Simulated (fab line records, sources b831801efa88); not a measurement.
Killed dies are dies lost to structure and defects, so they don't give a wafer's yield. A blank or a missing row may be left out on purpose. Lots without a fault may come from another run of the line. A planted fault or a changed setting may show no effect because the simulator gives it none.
fab line records | flow sky130
record lots=12 wafers=33 last_day=50
route steps=708 shown CONTACT@420 METAL1@435 PAD_OPEN@708
lots that met no fault: from a run of the same line without faults
start_h: hours from the record's first day to the start of the lot's first wafer shown | wait_h: hours since the lot's step before | " the same as in the row above | L1.1+2: a row that stands for several wafers | - no value, or no start given | * or withheld: withheld | < > ~ a bound
route shown NAME@n: a module of which the file shows steps, and the number in the route of the first | usual: mean/standard deviation of fault-free wafers | same: alike in all rows | chamber/n: place in a boat | sites: the reading at each site | _std_site: their standard deviation | _edge_site: outer sites' mean less inner sites' | radius_mm: how far each site lies from the wafer's centre | mask NAME#n: copy n | behind: the tool/chamber that last shaped the wafer | hold: why the lot was held/for how many hours/how that ended | device: the transistor (n, p or np) that didn't switch | end of line: the same wafers' tests at the end of the route | a step without rows: its recipe alone | killed: dies lost to structure and defects at the first sort, not the wafer's yield | map: a wafer's dies, x killed, . not, _ none there
set.NAME: the setting as run; set.NAME@STEP: as run at that earlier step | model.NAME: the simulator's own value behind a step, which no gauge read
steps of the route over a sample of lots; a table a step, a row a wafer
services: from which hour (start_h, from the record's first day; less than 0 if before it) a tool's chamber was out of use, for how many hours, and why
## steps
# step SKY_CONTACT_CD_MEAS_14
# recipe target_cd_nm=170
# usual cd_nm=169.9/1.4
# columns lot.wafer tool chamber start_h wait_h cd_nm
L948.1 cd_sem-01 - 752.35 - 168.5
L948.4 " - " " 168.1
L948.6 " - " " 168.8
L950.1 cd_sem-01 - 760.76 - 168.8
L950.2 " - " " 170.3
L950.6 " - " " 168.6
L951.3 cd_sem-02 - 771.45 - 169.4
L951.4 " - " " 169.5
L951.5 " - " " 169.7
L953.1 cd_sem-01 - 781.76 - 168.3
L953.3 " - " " 167.5
L953.5 " - " " 167.8
L954.2 cd_sem-02 - 788.18 - 172.1
L954.3 " - " " 171.8
L957.1 cd_sem-02 - 810.70 - 170.1
L957.2 " - " " 170.3
L957.3 " - " " 170.9
L956.1 cd_sem-01 - 812.21 - 171.9
L956.5 " - " " 171.2
L961.1 cd_sem-02 - 850.16 - 171.8
L961.2 " - " " 170.5
L961.6 " - " " 169.8
L962.2 cd_sem-02 - 857.10 - 170.1
L962.4 " - " " 170.6
L962.5 " - " " 170.1
L966.1 cd_sem-01 - 883.66 - 171.8
L966.3 " - " " 170.9
L966.5 " - " " 169.9
L967.2 cd_sem-02 - 894.12 - 168.9
L967.3 " - " " 171.6
L967.5 " - " " 170.0
L971.3 cd_sem-02 - 908.14 - 168.6
L971.5 " - " " 169.2
# step SKY_CONTACT_ETCH_17
# recipe target=SiO2 chemistry=C4F8/O2/Ar stop_on=Si3N4 mask_material=KrF-thick source_w=1500 bias_w=1200 pressure_mtorr=40 c4f8_flow_sccm=withheld O2_flow_sccm=6 Ar_flow_sccm=300 time_s=withheld target_depth_a=3400
# usual bias_w=1200/3.5 chamber_pressure_mTorr=39.99/0.037 oes_product_au=0.892/0.0047
# columns lot.wafer tool chamber start_h wait_h bias_w chamber_pressure_mTorr oes_product_au
L948.1 rie_diel-03 3 752.55 0.0 1204 39.96 0.895
L948.4 " 2 " " 1203 40.02 0.895
L948.6 " 3 " " 1209 40.06 0.887
L950.1 rie_diel-03 3 760.96 0.0 1204 40.00 0.891
L950.2 " 1 " " 1198 39.99 0.886
L950.6 " 1 " " 1200 40.00 0.892
L951.3 rie_diel-04 1 771.61 0.0 1194 40.00 0.892
L951.4 " 2 " " 1199 39.98 0.892
L951.5 " 2 " " 1199 40.05 0.895
L953.1 rie_diel-03 1 781.96 0.0 1200 39.98 0.890
L953.3 " 2 " " 1202 39.94 0.897
L953.5 " 2 " " 1199 40.08 0.899
L954.2 rie_diel-03 1 788.36 0.0 1204 40.04 0.894
L954.3 " 0 " " 1204 40.01 0.884
L957.1 rie_diel-04 1 810.90 0.0 1195 39.99 0.893
L957.2 " 3 " " 1195 39.95 0.892
L957.3 " 0 " " 1195 39.96 0.888
L956.1 rie_diel-03 1 812.41 0.0 1203 40.00 0.904
L956.5 " 1 " " 1203 40.01 0.901
L961.1 rie_diel-03 2 850.36 0.0 - - -
L961.2 " 0 " " - - -
L961.6 " 1 " " - - -
L962.2 rie_diel-03 1 857.28 0.0 - - -
L962.4 " 3 " " - - -
L962.5 " 3 " " - - -
L966.1 rie_diel-02 1 883.86 0.0 1195 40.01 0.891
L966.3 " 0 " " 1197 40.05 0.892
L966.5 " 3 " " 1198 39.99 0.895
L967.2 rie_diel-04 0 894.30 0.0 1202 40.05 0.885
L967.3 " 2 " " 1211 39.97 0.894
L967.5 " 0 " " 1201 40.04 0.897
L971.3 rie_diel-02 2 908.30 0.0 1203 40.03 0.889
L971.5 " 2 " " 1199 40.00 0.889
# step SKY_CONTACT_ETCH_18
# recipe target=Si3N4 chemistry=CHF3/O2 stop_on=TiN source_w=600 bias_w=200 pressure_mtorr=40 chf3_flow_sccm=50 O2_flow_sccm=5 time_s=39 target_depth_a=750
# usual O2_flow_sccm=5.000/0.015 bias_w=199.9/0.6 drypump_motor_current_A=5.6/0.49 oes_product_au=0.857/0.0079 throttle_valve_pct=8.793/0.0095
# columns lot.wafer tool chamber start_h wait_h O2_flow_sccm bias_w drypump_motor_current_A oes_product_au rf_hours_counter_h throttle_valve_pct
L948.1 rie_diel-03 3 - - 5.025 199.6 6.1 0.856 4 8.804
L948.4 " 2 " " 5.009 200.7 5.2 0.858 36 8.793
L948.6 " 3 " " 5.001 198.9 6.1 0.854 - 8.774
L950.1 rie_diel-03 3 - - 4.997 199.5 6.1 0.846 4 8.788
L950.2 " 1 " " 4.997 200.3 6.0 0.845 11 8.793
L950.6 " 1 " " 5.023 200.2 6.0 0.856 - 8.797
L951.3 rie_diel-04 1 - - 5.005 200.2 5.8 0.856 14 8.789
L951.4 " 2 " " 4.991 200.5 6.5 0.871 4 8.788
L951.5 " 2 " " 4.995 200.5 6.5 0.854 - 8.795
L953.1 rie_diel-03 1 - - 4.990 199.6 6.0 0.848 12 8.796
L953.3 " 2 " " 5.004 200.2 5.2 0.854 37 8.802
L953.5 " 2 " " 4.987 200.6 5.2 0.865 - 8.794
L954.2 rie_diel-03 1 - - 5.029 199.2 6.0 0.854 12 8.769
L954.3 " 0 " " 5.002 200.7 5.0 0.858 6 8.770
L957.1 rie_diel-04 1 - - 5.008 200.1 5.8 0.848 15 8.783
L957.2 " 3 " " 5.010 199.0 5.9 0.844 10 8.782
L957.3 " 0 " " 5.000 198.3 5.9 0.854 19 8.792
L956.1 rie_diel-03 1 - - 4.984 200.4 6.0 0.853 13 8.801
L956.5 " 1 " " 4.988 200.1 6.0 0.872 - 8.795
L961.1 rie_diel-03 2 - - 5.036 200.3 5.2 0.365 0 8.688
L961.2 " 0 " " 4.994 200.0 5.0 0.378 9 8.670
L961.6 " 1 " " 5.018 200.3 6.0 0.380 - 8.673
L962.2 rie_diel-03 1 - - 5.021 200.2 6.0 0.381 15 8.691
L962.4 " 3 " " 5.009 199.5 6.1 0.379 8 8.671
L962.5 " 3 " " 4.996 200.1 6.1 0.374 - 8.662
L966.1 rie_diel-02 1 - - 5.004 200.4 5.5 0.847 21 8.786
L966.3 " 0 " " 5.017 199.9 5.5 0.857 8 8.810
L966.5 " 3 " " 4.981 199.6 5.4 0.858 - 8.787
L967.2 rie_diel-04 0 - - 5.005 198.8 5.9 0.859 22 8.794
L967.3 " 2 " " 4.976 199.5 6.6 0.849 8 8.792
L967.5 " 0 " " 5.006 199.0 5.9 0.869 - 8.800
L971.3 rie_diel-02 2 - - 4.977 200.0 4.8 0.857 16 8.793
L971.5 " 2 " " 5.021 199.6 4.8 0.869 - 8.792
# step SKY_CONTACT_STRIP_19
# recipe chemistry=O2/N2 power_w=1400 pressure_mtorr=1500 platen_temp_c=withheld o2_flow_sccm=3000 n2_flow_sccm=300 overash_fraction=0.5
# usual drypump_motor_current_A=5.9/0.48 oes_product_au=0.381/0.0045 strip_time_to_endpoint_s=3.638/0.027
# columns lot.wafer tool chamber start_h wait_h drypump_motor_current_A oes_product_au rf_hours_counter_h strip_time_to_endpoint_s
L948.1 plasma_asher-04 0 752.64 - 5.1 0.381 97 3.649
L948.4 " 0 " " 5.1 0.377 - 3.665
L948.6 " 0 " " 5.2 0.386 - 3.656
L950.1 plasma_asher-01 1 761.05 - 6.1 0.389 33 3.691
L950.2 " 0 " " 5.4 0.375 33 3.636
L950.6 " 0 " " 5.4 0.379 - 3.606
L951.3 plasma_asher-01 0 771.73 - 5.5 0.384 - 3.617
L951.4 " 1 " " 6.1 0.375 - 3.613
L951.5 " 0 " " 5.4 0.384 - 3.620
L953.1 plasma_asher-04 1 782.05 - 6.4 0.375 100 3.603
L953.3 " 1 " " 6.3 0.387 - 3.668
L953.5 " 1 " " 6.4 0.381 - 3.634
L954.2 plasma_asher-02 1 788.45 - 6.5 0.376 4 3.596
L954.3 " 0 " " 6.0 0.377 - 3.623
L957.1 plasma_asher-02 0 810.99 - 6.1 0.383 7 3.634
L957.2 " 1 " " 6.5 0.380 7 3.608
L957.3 " 1 " " 6.5 0.375 - 3.611
L956.1 plasma_asher-02 0 812.50 - 6.0 0.382 7 3.639
L956.5 " 0 " " 6.0 0.381 - 3.619
L961.1 plasma_asher-01 0 850.45 - 5.4 0.410 41 4.322
L961.2 " 1 " " 6.1 0.412 41 4.286
L961.6 " 0 " " 5.4 0.410 - 4.308
L962.2 plasma_asher-04 1 857.37 - 6.4 0.406 108 4.302
L962.4 " 0 " " 5.2 0.416 - 4.352
L962.5 " 1 " " 6.3 0.411 - 4.335
L966.1 plasma_asher-04 1 883.95 - 6.3 0.378 110 3.631
L966.3 " 0 " " 5.1 0.379 - 3.641
L966.5 " 0 " " 5.2 0.378 - 3.658
L967.2 plasma_asher-04 0 894.39 - 5.2 0.382 111 3.636
L967.3 " 0 " " 5.2 0.383 - 3.643
L967.5 " 1 " " 6.4 0.383 - 3.617
L971.3 plasma_asher-02 0 908.42 - 6.0 0.386 - 3.676
L971.5 " 0 " " 6.0 0.383 - 3.660
# step SKY_METAL1_SPUTTER_01
# recipe material=TiN target_thk_nm=20 power_w=6500 time_s=16.7 chamber_pressure_pa=0.4
# usual throttle_valve_pct=30.1/1.4
# columns lot.wafer tool chamber start_h wait_h throttle_valve_pct
L948.1 pvd_sputter-02 - 753.91 0.0 30.2
L948.4 " - " " 29.4
L948.6 " - " " 29.1
L950.1 pvd_sputter-02 - 762.31 0.0 29.8
L950.2 " - " " 29.8
L950.6 " - " " 29.3
L951.3 pvd_sputter-04 - 772.96 0.0 31.2
L951.4 " - " " 28.4
L951.5 " - " " 28.5
L953.1 pvd_sputter-04 - 783.36 0.0 32.2
L953.3 " - " " 31.4
L953.5 " - " " 32.0
L954.2 pvd_sputter-02 - 789.71 0.0 29.7
L954.3 " - " " 29.4
L957.1 pvd_sputter-02 - 812.41 0.0 29.2
L957.2 " - " " 29.3
L957.3 " - " " 29.7
L956.1 pvd_sputter-04 - 813.87 0.0 31.1
L956.5 " - " " 32.1
L966.1 pvd_sputter-04 - 885.25 0.0 30.1
L966.3 " - " " 31.3
L966.5 " - " " 30.1
L967.2 pvd_sputter-03 - 895.70 0.0 27.0
L967.3 " - " " 31.5
L967.5 " - " " 27.4
L971.3 pvd_sputter-03 - 909.65 0.0 29.7
L971.5 " - " " 30.3
# step SKY_METAL1_THK_MEAS_06
# recipe thk_meas_gauge=xrf reads=AlCu_of_METAL1_SPUTTER_02
# usual METAL1_ALCU_THK=242/4
# columns lot.wafer tool chamber start_h wait_h METAL1_ALCU_THK[nm]
L948.1 film_metro-03 - 754.15 0.1 239
L948.4 " - " " 242
L948.6 " - " " 243
L950.1 film_metro-04 - 762.55 0.1 240
L950.2 " - " " 241
L950.6 " - " " 242
L951.3 film_metro-02 - 773.22 0.1 245
L951.4 " - " " 245
L951.5 " - " " 245
L953.1 film_metro-04 - 783.60 0.1 249
L953.3 " - " " 246
L953.5 " - " " 249
L954.2 film_metro-03 - 789.96 0.1 232
L954.3 " - " " 236
L957.1 film_metro-04 - 812.64 0.1 246
L957.2 " - " " 249
L957.3 " - " " 243
L956.1 film_metro-02 - 814.10 0.1 247
L956.5 " - " " 248
L966.1 film_metro-04 - 885.48 0.1 245
L966.3 " - " " 243
L966.5 " - " " 244
L967.2 film_metro-03 - 895.95 0.1 239
L967.3 " - " " 238
L967.5 " - " " 239
L971.3 film_metro-04 - 909.91 0.1 243
L971.5 " - " " 236
# step SKY_PAD_OPEN_PROBE_99
# usual killed_at_M0_to_M3=44/6.3 killed_at_M4_up=3.1/1.8 killed_at_contacts=25/5.1 killed_at_front_end=15/4.1 killed_at_other=0.3/0.71 killed_dies=87/8.8 killed_on_rim=17/3.7 killed_open=47/6.8 killed_short=40/6.7
# same gross_dies=492 killed_at_back_side=0
# columns lot.wafer tool chamber start_h wait_h killed_at_M0_to_M3 killed_at_M4_up killed_at_contacts killed_at_front_end killed_at_other killed_dies killed_on_rim killed_open killed_short
L961.1 prober-01 - 1162.98 0.1 47 8 422 14 1 492 96 41 59
L961.2 prober-01 - 1163.03 0.1 40 4 438 10 0 492 96 45 45
L961.6 prober-01 - 1163.23 0.2 50 2 427 12 1 492 96 53 36
L962.2 prober-02 - 1166.53 0.1 49 1 427 15 0 492 96 52 40
L962.4 prober-02 - 1166.63 0.2 48 6 425 13 0 492 96 53 45
L962.5 prober-02 - 1166.68 0.2 42 7 427 16 0 492 96 48 38
# killed by level:class
L961.1 CONTACT:area_etch=392 CONTACT:geometric_particle:short=10 VIA1:geometric_particle:open=10 LOCAL_INTERCONNECT:geometric_particle:short=7 VIA3:geometric_particle:open=7 CONTACT:geometric_particle:open=7 VIA2:geometric_particle:open=7 METAL4:geometric_particle:short=7
L961.2 CONTACT:area_etch=402 LI_CONTACT:geometric_particle:open=10 LOCAL_INTERCONNECT:geometric_particle:short=8 VIA1:geometric_particle:open=8 CONTACT:geometric_particle:open=7 CONTACT:geometric_particle:short=6 METAL1:geometric_particle:short=6 VIA2:geometric_particle:short=6
L961.6 CONTACT:area_etch=403 VIA1:geometric_particle:open=10 CONTACT:geometric_particle:open=10 VIA2:geometric_particle:open=9 METAL1:geometric_particle:short=6 LI_CONTACT:geometric_particle:open=5 METAL2:geometric_particle:short=5 VIA3:geometric_particle:open=5
L962.2 CONTACT:area_etch=400 CONTACT:geometric_particle:open=15 VIA2:geometric_particle:open=8 VIA1:geometric_particle:open=8 VIA1:geometric_particle:short=7 FIELD_ISO:geometric_particle:short=6 VIA3:geometric_particle:open=6 LI_CONTACT:geometric_particle:open=4
L962.4 CONTACT:area_etch=394 LI_CONTACT:geometric_particle:open=13 CONTACT:geometric_particle:open=9 VIA1:geometric_particle:short=8 VIA1:geometric_particle:open=8 VIA2:geometric_particle:open=7 SONOS_ONO:geometric_particle:short=5 METAL2:geometric_particle:short=5
L962.5 CONTACT:area_etch=406 CONTACT:geometric_particle:open=14 VIA1:geometric_particle:open=13 VIA1:geometric_particle:short=8 VIA3:geometric_particle:open=7 METAL4:geometric_particle:short=6 FIELD_ISO:geometric_particle:open=5 FIELD_ISO:geometric_particle:short=5
## services
# columns tool chamber start_h hours kind
rie_diel-03 0 732.20 8.2 repair
plasma_asher-02 - 733.75 9.0 pm
rie_diel-02 2 736.56 2.1 repair
pvd_sputter-03 - 752.70 2.8 repair
pvd_sputter-04 - 795.92 4.5 repair
pvd_sputter-02 1 799.43 - consumable_replace:kit
rie_diel-03 2 805.15 6.9 repair
rie_diel-02 0 810.84 10.1 repair
rie_diel-03 2 812.06 - clean
rie_diel-03 2 812.06 31.5 scheduled_down
rie_diel-03 2 812.06 31.5 vent_cycle
pvd_sputter-02 - 820.10 6.1 repair
plasma_asher-01 - 825.64 5.8 repair
rie_diel-04 1 835.57 3.0 repair
rie_diel-04 3 849.04 4.0 repair
plasma_asher-04 - 868.70 3.2 repair
pvd_sputter-02 - 872.50 2.2 repair
rie_diel-04 1 876.50 2.1 repair
rie_diel-04 1 885.64 20.5 repair
plasma_asher-02 - 888.71 0.5 repair
rie_diel-03 - 890.75 4.0 pm
rie_diel-02 1 899.49 6.3 repair
plasma_asher-04 - 904.56 2.8 pm
rie_diel-03 - 907.36 2.8 pm
## key
first_sign step=SKY_CONTACT_ETCH_17 reading=tool_record direction=missing
effect step=SKY_CONTACT_ETCH_18 reading=oes_product_au direction=down sigmas=61 usual=0.857 struck=0.376
effect step=SKY_CONTACT_STRIP_19 reading=strip_time_to_endpoint_s direction=up sigmas=25 usual=* struck=*
effect step=SKY_PAD_OPEN_PROBE_99 reading=killed_at_contacts direction=up sigmas=79 usual=25 struck=428
more_kills_born_at SKY_CONTACT_ETCH_17@rie_diel-03=2397
met_at SKY_CONTACT_ETCH_17
struck_lots L961,L962
later_rows_left_out L961.1,L961.2,L961.6,L962.2,L962.4,L962.5
tester_left_out L961,L962
not_acting_at SKY_CONTACT_CD_MEAS_14,SKY_METAL1_SPUTTER_01,SKY_METAL1_THK_MEAS_06
onset_between 812.41 850.36
fault kind=skipped_step_whole tool=rie_diel-03 chamber=- onset_h=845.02 steps=SKY_CONTACT_ETCH_17 scope=struck_lots_only
# tester_left_out: of these lots the tester's yield and bins aren't shown, on N5 and GAA mostly nor the transistor test; their killed dies are dies lost to structure and defects alone, not to doping, threshold or leakage, so they don't give the yield
# later_rows_left_out: the simulator's readings of these wafers behind a module that went badly wrong aren't trusted and aren't shown, but for the sort
